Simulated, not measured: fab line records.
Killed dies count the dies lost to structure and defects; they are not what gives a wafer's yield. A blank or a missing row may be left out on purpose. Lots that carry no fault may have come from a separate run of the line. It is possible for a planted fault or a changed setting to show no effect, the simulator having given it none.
fab line records | flow sky130
[record] lots = 24 wafers = 72 last_day = 50
route steps=708 shown METAL1@434 VIA1@460 METAL2@487 VIA2@508
lots that met no fault: taken from a fault-free run of the same line
start_h: the number of hours between the record's first day and the start of the first shown wafer of the lot | wait_h: how many hours have passed since the lot's step before this one | " the same as in the row above | L1.1+2: a row that stands for several wafers | - value missing, or start not given | * or withheld: withheld | < > ~ a bound
route shown NAME@n: a module of which the file shows steps, and the number in the route of the first | usual: mean/standard deviation of fault-free wafers | same: alike in all rows | chamber/n: place in a boat | sites: readings site by site | _std_site: the standard deviation of these | _edge_site: outer sites' mean less inner sites' | radius_mm: how far each site lies from the wafer's centre | mask NAME#n: copy n | behind: the most recent tool/chamber to have shaped the wafer | hold: reason for holding the lot/hours on hold/outcome of the hold | device: whichever transistor did not switch (one of n, p or np) | end of line: tests of these same wafers at the route's end | for a step that has no rows: nothing shown but its recipe | killed: at the first sort, the dies lost to defects and structure; wafer yield is something else | map: a wafer's dies, x killed, . not, _ none there
set.NAME: the setting the step ran with; set.NAME@STEP: the setting that earlier step ran with | model.NAME: the simulator's own value behind a step, which no gauge read
a sample of lots followed through the steps of the route, with each step as a table and each wafer as a row
services: when a tool's chamber went out of use (start_h, in hours from the record's first day, below 0 if earlier), for how many hours, and the reason
[[steps]]
[step SKY_METAL1_SPUTTER_00]
[recipe] material = Ti target_thk_nm = 15 power_w = 3000 time_s = 10 chamber_pressure_pa = 0.4
[usual] chamber_pressure_pa = 0.4001/0.00083 throttle_valve_pct = 30.0/1.2
// columns lot.wafer tool chamber start_h wait_h chamber_pressure_pa throttle_valve_pct
L074.1 pvd_sputter-01 - 720.62 0.1 0.3995 30.2
L074.3 " - " " 0.4011 30.5
L074.5 " - " " 0.4005 30.2
L075.2 pvd_sputter-04 - 726.70 0.2 0.4005 28.6
L075.5 " - " " 0.4011 28.7
L075.6 " - " " 0.3996 31.1
L076.1 pvd_sputter-03 - 745.44 0.2 0.4001 28.1
L076.4 " - " " 0.4013 28.4
L076.5 " - " " 0.4012 28.3
L077.2 pvd_sputter-01 - 758.52 0.2 0.4002 31.4
L077.4 " - " " 0.4000 30.2
L077.5 " - " " 0.4001 29.9
L078.1 pvd_sputter-01 - 767.53 0.2 0.4008 30.2
L078.5 " - " " 0.3998 30.1
L078.6 " - " " 0.4003 30.2
L079.1 pvd_sputter-04 - 771.24 0.1 0.4006 28.3
L079.3 " - " " 0.4012 30.5
L079.4 " - " " 0.3998 31.2
L080.1 pvd_sputter-04 - 785.54 0.1 0.3993 30.9
L080.2 " - " " 0.4004 29.5
L080.3 " - " " 0.4007 30.8
L081.1 pvd_sputter-01 - 793.42 0.1 0.3993 30.2
L081.2 " - " " 0.3988 30.2
L081.5 " - " " 0.4004 31.2
L082.1 pvd_sputter-04 - 794.81 0.2 0.3982 30.7
L082.2 " - " " 0.3997 30.6
L082.4 " - " " 0.4016 29.3
L083.3 pvd_sputter-03 - 802.38 0.1 0.3999 32.3
L083.5 " - " " 0.4004 32.0
L083.6 " - " " 0.4003 28.0
L084.1 pvd_sputter-01 - 812.58 0.1 0.3985 30.4
L084.2 " - " " 0.4012 30.0
L084.3 " - " " 0.3982 31.5
L086.1 pvd_sputter-01 - 819.32 0.1 0.4008 30.4
L086.3 " - " " 0.4005 30.2
L086.5 " - " " 0.4012 29.9
L085.2 pvd_sputter-04 - 819.70 0.1 0.4007 30.7
L085.5 " - " " 0.3995 31.0
L085.6 " - " " 0.3996 30.9
L087.1 pvd_sputter-03 - 832.65 0.2 0.3984 28.1
L087.3 " - " " 0.3995 32.1
L087.6 " - " " 0.3989 29.8
L088.2 pvd_sputter-01 - 833.45 0.1 0.4006 31.8
L088.3 " - " " 0.3995 30.1
L088.4 " - " " 0.4016 30.2
L089.2 pvd_sputter-03 - 846.18 0.1 0.4005 30.1
L089.5 " - " " 0.4002 28.3
L089.6 " - " " 0.3999 29.8
L090.3 pvd_sputter-03 - 857.36 0.1 0.3999 28.5
L090.5 " - " " 0.4003 32.3
L090.6 " - " " 0.3992 28.2
L091.3 pvd_sputter-04 - 858.56 0.2 0.3997 29.1
L091.4 " - " " 0.3996 28.3
L091.6 " - " " 0.3993 29.4
L093.4 pvd_sputter-01 - 908.35 0.2 0.4005 30.2
L093.5 " - " " 0.4008 29.8
L093.6 " - " " 0.4001 30.0
L094.1 pvd_sputter-04 - 909.06 0.2 0.4009 31.0
L094.3 " - " " 0.3994 29.4
L094.4 " - " " 0.4018 31.0
L092.2 pvd_sputter-01 - 910.43 0.1 0.4011 29.7
L092.4 " - " " 0.3998 31.4
L092.5 " - " " 0.3996 30.2
L095.1 pvd_sputter-03 - 911.13 0.2 0.3999 28.2
L095.3 " - " " 0.3989 28.1
L095.5 " - " " 0.4002 28.1
L096.2 pvd_sputter-03 - 912.67 0.2 0.4022 29.9
L096.3 " - " " 0.3984 28.3
L096.6 " - " " 0.4005 32.0
L097.4 pvd_sputter-03 - 918.23 0.2 0.3994 32.1
L097.5 " - " " 0.4006 30.1
L097.6 " - " " 0.3999 28.1
[step SKY_METAL1_THK_MEAS_06]
[recipe] thk_meas_gauge = xrf reads = AlCu_of_METAL1_SPUTTER_02
[usual] METAL1_ALCU_THK = 248/3
// columns lot.wafer tool chamber start_h wait_h METAL1_ALCU_THK[nm]
L074.1 film_metro-01 - 720.90 0.1 248
L074.3 " - " " 243
L074.5 " - " " 248
L075.2 film_metro-01 - 726.97 0.1 251
L075.5 " - " " 253
L075.6 " - " " 250
L076.1 film_metro-03 - 745.70 0.1 246
L076.4 " - " " 245
L076.5 " - " " 243
L077.2 film_metro-04 - 758.79 0.1 249
L077.4 " - " " 249
L077.5 " - " " 247
L078.1 film_metro-03 - 767.79 0.1 241
L078.5 " - " " 240
L078.6 " - " " 243
L079.1 film_metro-01 - 771.50 0.1 248
L079.3 " - " " 249
L079.4 " - " " 250
L080.1 film_metro-01 - 785.81 0.1 251
L080.2 " - " " 250
L080.3 " - " " 249
L081.1 film_metro-01 - 793.68 0.1 244
L081.2 " - " " 244
L081.5 " - " " 246
L082.1 film_metro-04 - 795.07 0.1 250
L082.2 " - " " 248
L082.4 " - " " 250
L083.3 film_metro-04 - 802.66 0.1 255
L083.5 " - " " 252
L083.6 " - " " 250
L084.1 film_metro-01 - 812.84 0.1 242
L084.2 " - " " 246
L084.3 " - " " 246
L086.1 film_metro-03 - 819.58 0.1 244
L086.3 " - " " 247
L086.5 " - " " 244
L085.2 film_metro-01 - 819.97 0.1 246
L085.5 " - " " 247
L085.6 " - " " 248
L087.1 film_metro-04 - 832.91 0.1 247
L087.3 " - " " 245
L087.6 " - " " 246
L088.2 film_metro-04 - 833.72 0.1 247
L088.3 " - " " 246
L088.4 " - " " 243
L089.2 film_metro-01 - 846.45 0.1 249
L089.5 " - " " 252
L089.6 " - " " 252
L090.3 film_metro-03 - 857.64 0.1 250
L090.5 " - " " 247
L090.6 " - " " 249
L091.3 film_metro-04 - 858.85 0.1 252
L091.4 " - " " 248
L091.6 " - " " 249
L093.4 film_metro-01 - 908.64 0.1 248
L093.5 " - " " 246
L093.6 " - " " 247
L094.1 film_metro-03 - 909.32 0.1 251
L094.3 " - " " 250
L094.4 " - " " 248
L092.2 film_metro-04 - 910.70 0.1 249
L092.4 " - " " 250
L092.5 " - " " 245
L095.1 film_metro-04 - 911.39 0.1 253
L095.3 " - " " 252
L095.5 " - " " 254
L096.2 film_metro-03 - 912.94 0.1 250
L096.3 " - " " 251
L096.6 " - " " 251
L097.4 film_metro-01 - 918.52 0.1 249
L097.5 " - " " 248
L097.6 " - " " 248
[step SKY_METAL1_METAL_ETCH_19]
[recipe] target_depth_a = 3600 stop_on = SiO2 over_etch_frac = 0.3 time_s = 78 chemistry = Cl2/BCl3 resist_sidewall_deg = 88 pressure_mtorr = 10 icp_w = 900 bias_w = 48.5 Cl2_flow_sccm = 60 bcl3_flow_sccm = 30
[usual] drypump_motor_current_A = 5.7/0.62 oes_product_au = 0.853/0.0062 throttle_valve_pct = 22.262/0.0091
// columns lot.wafer tool chamber start_h wait_h drypump_motor_current_A oes_product_au rf_hours_counter_h throttle_valve_pct
L074.1 rie_metal-04 1 747.63 0.0 5.1 0.847 13 22.269
L074.3 " 0 " " 5.9 0.848 - 22.254
L074.5 " 1 " " 5.2 0.851 - 22.270
L075.2 rie_metal-04 0 755.06 0.0 5.9 0.859 12 22.262
L075.5 " 1 " " 5.2 0.863 - 22.262
L075.6 " 0 " " 5.9 0.854 - 22.263
L076.1 rie_metal-02 1 773.39 0.0 5.4 0.853 9 22.281
L076.4 " 1 " " 5.4 0.846 - 22.250
L076.5 " 0 " " 6.3 0.847 - 22.260
L077.2 rie_metal-03 1 785.80 0.0 4.7 0.851 3 22.264
L077.4 " 1 " " 4.7 0.849 - 22.258
L077.5 " 0 " " 6.4 0.855 - 22.253
L078.1 rie_metal-02 1 794.15 0.0 5.4 0.838 10 22.247
L078.5 " 1 " " 5.4 0.850 - 22.262
L078.6 " 0 " " 6.3 0.859 - 22.258
L079.1 rie_metal-04 1 796.78 0.0 5.2 0.858 15 22.256
L079.3 " 1 " " 5.2 0.855 - 22.247
L079.4 " 0 " " 5.8 0.857 - 22.273
L080.1 rie_metal-03 1 810.90 0.0 4.7 0.855 4 22.268
L080.2 " 0 " " 6.4 0.858 17 22.257
L080.3 " 0 " " 6.4 0.858 - 22.292
L081.1 rie_metal-02 0 818.75 0.0 6.3 0.843 5 22.247
L081.2 " 1 " " 5.4 0.844 11 22.263
L081.5 " 0 " " 6.4 0.848 - 22.273
L082.1 rie_metal-04 0 820.84 0.0 5.8 0.859 14 22.265
L082.2 " 1 " " 5.2 0.846 15 22.253
L082.4 " 1 " " 5.2 0.853 - 22.264
L083.3 rie_metal-04 0 829.09 0.1 5.9 0.858 - 22.252
L083.5 " 0 " " 5.9 0.863 - 22.258
L083.6 " 0 " " 5.8 0.855 - 22.278
L084.1 rie_metal-03 0 839.19 0.0 6.4 0.842 0 22.265
L084.2 " 1 " " 4.7 0.855 6 22.259
L084.3 " 1 " " 4.7 0.851 - 22.259
L086.1 rie_metal-03 1 844.69 0.0 4.7 0.853 6 22.255
L086.3 " 0 " " 6.4 0.849 - 22.255
L086.5 " 1 " " 4.7 0.855 - 22.258
L085.2 rie_metal-02 1 845.99 0.0 5.4 0.839 12 22.255
L085.5 " 0 " " 6.4 0.844 - 22.265
L085.6 " 1 " " 5.4 0.848 - 22.259
L087.1 rie_metal-02 1 858.59 0.0 5.4 0.853 13 22.269
L087.3 " 1 " " 5.4 0.847 - 22.267
L087.6 " 1 " " 5.4 0.851 - 22.267
L088.2 rie_metal-03 0 859.77 0.1 6.4 0.851 - 22.256
L088.3 " 0 " " 6.4 0.844 - 22.248
L088.4 " 0 " " 6.4 0.845 - 22.258
L089.2 rie_metal-02 1 872.84 0.0 5.4 0.857 13 22.274
L089.5 " 0 " " 6.3 0.859 - 22.268
L089.6 " 1 " " 5.4 0.854 - 22.261
L090.3 rie_metal-02 0 883.63 0.1 6.4 0.866 - 22.270
L090.5 " 1 " " 5.4 0.864 - 22.276
L090.6 " 0 " " 6.4 0.856 - 22.272
L091.3 rie_metal-03 0 885.02 0.1 6.4 0.864 - 22.268
L091.4 " 1 " " 4.7 0.846 - 22.273
L091.6 " 0 " " 6.4 0.853 - 22.245
L093.4 rie_metal-02 1 933.33 0.1 5.4 0.852 - 22.260
L093.5 " 1 " " 5.4 0.851 - 22.254
L093.6 " 0 " " 6.4 0.845 - 22.260
L094.1 rie_metal-03 0 934.55 0.0 6.4 0.853 5 22.261
L094.3 " 1 " " 4.7 0.853 - 22.271
L094.4 " 0 " " 6.4 0.856 - 22.251
L092.2 rie_metal-04 1 934.90 0.0 5.2 0.852 4 22.265
L092.4 " 1 " " 5.2 0.850 - 22.267
L092.5 " 1 " " 5.2 0.852 - 22.260
L095.1 rie_metal-02 1 936.09 0.0 5.4 0.871 15 22.259
L095.3 " 0 " " 6.3 0.857 - 22.263
L095.5 " 0 " " 6.3 0.863 - 22.260
L096.2 rie_metal-03 1 938.05 0.0 4.7 0.858 10 22.261
L096.3 " 0 " " 6.4 0.861 - 22.266
L096.6 " 0 " " 6.4 0.858 - 22.264
L097.4 rie_metal-04 0 943.37 0.1 5.8 0.856 - 22.266
L097.5 " 0 " " 5.8 0.858 - 22.251
L097.6 " 1 " " 5.2 0.849 - 22.259
[step SKY_VIA1_CMP_02]
[recipe] material = SiO2 down_force_psi = 4 platen_rpm = 60 pad_velocity_m_s = 0.94248
[usual] motor_current_A = 11.5/1.1
// columns lot.wafer tool chamber start_h wait_h motor_current_A
L074.3 cmp-02 1 748.61 0.1 10.8
L074.1 " 2 " " 11.1
L074.5 " 0 " " 12.8
L075.2 cmp-02 1 755.99 0.1 10.8
L075.6 " 0 " " 12.4
L075.5 " 1 " " 10.1
L076.1 cmp-01 2 774.29 0.1 11.7
L076.4 " 0 " " 11.1
L076.5 " 1 " " 10.9
L077.4 cmp-01 0 786.66 0.0 10.8
L077.2 " 3 " " 10.9
L077.5 " 1 " " 9.9
L078.1 cmp-02 3 795.25 0.2 13.5
L078.6 " 0 " " 13.9
L078.5 " 1 " " 10.4
L079.4 cmp-01 3 797.70 0.0 11.1
L079.1 " 0 " " 11.1
L079.3 " 2 " " 12.2
L080.2 cmp-01 0 811.83 0.0 11.4
L080.3 " 1 " " 10.2
L080.1 " 2 " " 12.1
L081.1 cmp-02 2 819.60 0.1 12.0
L081.2 " 3 " " 13.2
L081.5 " 2 " " 11.4
L082.2 cmp-01 0 821.75 0.0 10.4
L082.4 " 1 " " 10.6
L082.1 " 3 " " 10.6
L083.3 cmp-01 3 830.30 0.3 10.6
L083.6 " 0 " " 10.9
L083.5 " 1 " " 9.8
L084.3 cmp-02 2 840.10 0.1 11.9
L084.1 " 3 " " 13.9
L084.2 " 0 " " 12.6
L086.1 cmp-01 0 845.59 0.1 10.8
L086.3 " 2 " " 11.6
L086.5 " 0 " " 10.4
L085.2 cmp-02 0 846.84 0.0 13.1
L085.6 " 0 " " 12.4
L085.5 " 1 " " 10.4
L087.3 cmp-01 0 860.85 1.4 11.2
L087.1 " 1 " " 10.1
L087.6 " 3 " " 10.9
L088.3 cmp-01 0 861.45 0.8 10.9
L088.2 " 1 " " 10.1
L088.4 " 2 " " 12.4
L089.2 cmp-02 1 873.70 0.0 10.7
L089.6 " 1 " " 11.2
L089.5 " 2 " " 10.6
L090.3 cmp-02 2 884.45 0.0 11.3
L090.6 " 2 " " 11.5
L090.5 " 3 " " 13.4
L091.3 cmp-02 1 885.89 0.1 10.9
L091.4 " 2 " " 10.9
L091.6 " 1 " " 10.4
L093.4 cmp-01 2 934.20 0.1 12.4
L093.5 " 1 " " 9.9
L093.6 " 2 " " 11.9
L094.3 cmp-01 3 935.40 0.0 10.8
L094.4 " 1 " " 10.5
L094.1 " 2 " " 11.6
L092.2 cmp-02 0 935.75 0.0 12.5
L092.4 " 3 " " 13.6
L092.5 " 0 " " 12.6
L095.1 cmp-01 2 936.99 0.1 11.3
L095.3 " 0 " " 10.8
L095.5 " 2 " " 11.7
L096.2 cmp-02 3 938.90 0.0 13.3
L096.3 " 0 " " 12.2
L096.6 " 3 " " 13.7
L097.4 cmp-02 1 944.33 0.1 11.1
L097.6 " 3 " " 13.9
L097.5 " 0 " " 12.3
[step SKY_METAL2_SPUTTER_04]
[recipe] material = TiN target_thk_nm = 70 power_w = 6500 time_s = 58.3 chamber_pressure_pa = 0.4
[usual] chamber_pressure_pa = 0.3999/0.00085 throttle_valve_pct = 30.0/1.4
// columns lot.wafer tool chamber start_h wait_h chamber_pressure_pa throttle_valve_pct
L074.1 pvd_sputter-02 - 777.33 0.0 0.3995 28.5
L074.3 " - " " 0.4013 32.7
L074.5 " - " " 0.4017 28.7
L075.2 pvd_sputter-03 - 784.95 0.0 0.3999 28.3
L075.5 " - " " 0.3997 28.1
L075.6 " - " " 0.4000 29.7
L076.1 pvd_sputter-02 - 801.23 0.0 0.4003 32.7
L076.4 " - " " 0.3990 30.3
L076.5 " - " " 0.3992 30.4
L077.2 pvd_sputter-01 - 814.00 0.0 0.3994 30.2
L077.4 " - " " 0.3993 31.4
L077.5 " - " " 0.4003 30.1
L078.1 pvd_sputter-03 - 823.10 0.0 0.3992 32.2
L078.5 " - " " 0.3998 28.0
L078.6 " - " " 0.4004 32.3
L079.1 pvd_sputter-02 - 824.93 0.0 0.3997 29.5
L079.3 " - " " 0.4004 30.2
L079.4 " - " " 0.3994 28.7
L080.1 pvd_sputter-02 - 839.86 0.0 0.4003 30.3
L080.2 " - " " 0.4000 32.5
L080.3 " - " " 0.4009 29.3
L081.1 pvd_sputter-01 - 846.96 0.0 0.4000 31.5
L081.2 " - " " 0.4001 30.3
L081.5 " - " " 0.4001 30.6
L082.1 pvd_sputter-03 - 850.70 0.0 0.3991 28.2
L082.2 " - " " 0.4006 32.3
L082.4 " - " " 0.3982 28.3
L083.3 pvd_sputter-01 - 858.05 0.0 0.3990 30.3
L083.5 " - " " 0.4002 30.0
L083.6 " - " " 0.4005 30.1
L084.1 pvd_sputter-01 - 868.26 0.0 0.3998 30.3
L084.2 " - " " 0.4001 30.2
L084.3 " - " " 0.3996 30.0
L086.1 pvd_sputter-01 - 873.24 0.0 0.3990 31.3
L086.3 " - " " 0.4009 30.2
L086.5 " - " " 0.4013 30.3
L085.2 pvd_sputter-03 - 874.95 0.0 0.3982 28.0
L085.5 " - " " 0.3994 29.9
L085.6 " - " " 0.3997 28.0
L087.1 pvd_sputter-03 - 888.74 0.0 0.4012 32.2
L087.3 " - " " 0.4004 30.0
L087.6 " - " " 0.4000 28.2
L088.2 pvd_sputter-03 - 890.00 0.0 0.3985 28.2
L088.3 " - " " 0.3992 32.0
L088.4 " - " " 0.3997 30.0
L089.2 pvd_sputter-03 - 900.75 0.0 0.3997 30.1
L089.5 " - " " 0.4002 32.2
L089.6 " - " " 0.3998 28.0
L090.3 pvd_sputter-01 - 911.61 0.0 0.4000 29.9
L090.5 " - " " 0.3996 30.1
L090.6 " - " " 0.3997 30.2
L091.3 pvd_sputter-03 - 913.36 0.0 0.3996 29.8
L091.4 " - " " 0.3981 28.2
L091.6 " - " " 0.4010 32.3
L093.4 pvd_sputter-03 - 960.68 0.0 0.3987 30.0
L093.5 " - " " 0.3985 32.1
L093.6 " - " " 0.3994 28.1
L094.1 pvd_sputter-01 - 961.99 0.0 0.3994 30.2
L094.3 " - " " 0.4012 31.1
L094.4 " - " " 0.3985 30.2
L092.2 pvd_sputter-03 - 962.65 0.0 0.4007 28.2
L092.4 " - " " 0.4012 32.2
L092.5 " - " " 0.4003 32.1
L095.1 pvd_sputter-02 - 962.96 0.0 0.4013 29.3
L095.3 " - " " 0.3985 32.4
L095.5 " - " " 0.3996 28.8
L096.2 pvd_sputter-01 - 965.47 0.0 0.3996 30.2
L096.3 " - " " 0.4004 31.4
L096.6 " - " " 0.4013 31.4
L097.4 pvd_sputter-03 - 969.88 0.0 0.4002 28.3
L097.5 " - " " 0.4007 30.0
L097.6 " - " " 0.3996 28.3
[step SKY_VIA2_THK_MEAS_01]
[recipe] reads = SiO2_of_VIA2_HDPCVD_00
[usual] VIA2_HDPCVD_THK = 1180/12
// columns lot.wafer tool chamber start_h wait_h VIA2_HDPCVD_THK[nm]
L074.1 film_metro-02 - 805.11 0.1 1201
L074.3 " - " " 1200
L074.5 " - " " 1204
L075.2 film_metro-02 - 811.43 0.1 1180
L075.5 " - " " 1186
L075.6 " - " " 1196
L076.1 film_metro-04 - 828.06 0.1 1173
L076.4 " - " " 1176
L076.5 " - " " 1173
L077.2 film_metro-04 - 841.14 0.1 1182
L077.4 " - " " 1178
L077.5 " - " " 1179
L078.1 film_metro-04 - 850.73 0.1 1177
L078.5 " - " " 1176
L078.6 " - " " 1180
L079.1 film_metro-04 - 851.97 0.1 1204
L079.3 " - " " 1192
L079.4 " - " " 1197
L080.1 film_metro-04 - 867.53 0.1 1155
L080.2 " - " " 1152
L080.3 " - " " 1176
L081.1 film_metro-04 - 874.22 0.1 1177
L081.2 " - " " 1174
L081.5 " - " " 1183
L082.1 film_metro-01 - 878.72 0.1 1188
L082.2 " - " " 1191
L082.4 " - " " 1184
L083.3 film_metro-01 - 885.12 0.1 1176
L083.5 " - " " 1157
L083.6 " - " " 1161
L084.1 film_metro-01 - 895.44 0.1 1159
L084.2 " - " " 1178
L084.3 " - " " 1167
L086.1 film_metro-01 - 899.85 0.1 1169
L086.3 " - " " 1176
L086.5 " - " " 1182
L085.2 film_metro-04 - 901.53 0.1 1190
L085.5 " - " " 1179
L085.6 " - " " 1178
L087.1 film_metro-01 - 914.46 0.1 1183
L087.3 " - " " 1182
L087.6 " - " " 1172
L088.2 film_metro-04 - 916.37 0.1 1173
L088.3 " - " " 1174
L088.4 " - " " 1179
L089.2 film_metro-01 - 927.20 0.1 1153
L089.5 " - " " 1161
L089.6 " - " " 1167
L090.3 film_metro-04 - 937.67 0.1 1175
L090.5 " - " " 1172
L090.6 " - " " 1172
L091.3 film_metro-01 - 939.52 0.1 1189
L091.4 " - " " 1182
L091.6 " - " " 1186
L093.4 film_metro-04 - 985.08 0.0 1195
L093.5 " - " " 1195
L093.6 " - " " 1180
L094.1 film_metro-04 - 986.40 0.1 1192
L094.3 " - " " 1203
L094.4 " - " " 1183
L092.2 film_metro-01 - 986.67 0.1 1165
L092.4 " - " " 1186
L092.5 " - " " 1174
L095.1 film_metro-02 - 987.35 0.1 1179
L095.3 " - " " 1191
L095.5 " - " " 1191
L096.2 film_metro-02 - 989.92 0.1 1187
L096.3 " - " " 1178
L096.6 " - " " 1169
L097.4 film_metro-02 - 994.63 0.0 1163
L097.5 " - " " 1176
L097.6 " - " " 1179
[[services]]
// columns tool chamber start_h hours kind
cmp-01 - 697.11 1.5 repair
cmp-01 - 719.52 5.9 pm
cmp-01 - 747.79 4.0 pm
cmp-01 - 772.04 1.5 repair
rie_metal-03 1 786.18 8.1 repair
cmp-02 - 821.57 5.7 pm
cmp-02 - 827.78 5.6 repair
cmp-02 - 833.09 1.8 repair
rie_metal-03 1 846.14 26.1 repair
rie_metal-03 - 846.47 2.8 pm
pvd_sputter-01 - 850.27 3.7 repair
cmp-02 - 856.40 9.6 pm
cmp-01 - 888.45 1.7 repair
cmp-01 - 890.97 1.5 repair
rie_metal-02 - 896.74 14.6 pm
pvd_sputter-01 - 903.36 0.8 repair
cmp-01 - 904.37 2.8 repair
cmp-02 - 912.00 4.0 pm
cmp-01 - 917.49 5.7 pm
pvd_sputter-03 - 935.06 1.5 repair
cmp-02 - 944.68 4.8 pm
cmp-02 - 949.66 0.6 repair
cmp-01 - 957.31 2.5 repair
cmp-02 - 965.71 4.6 repair
[[key]]
fault none
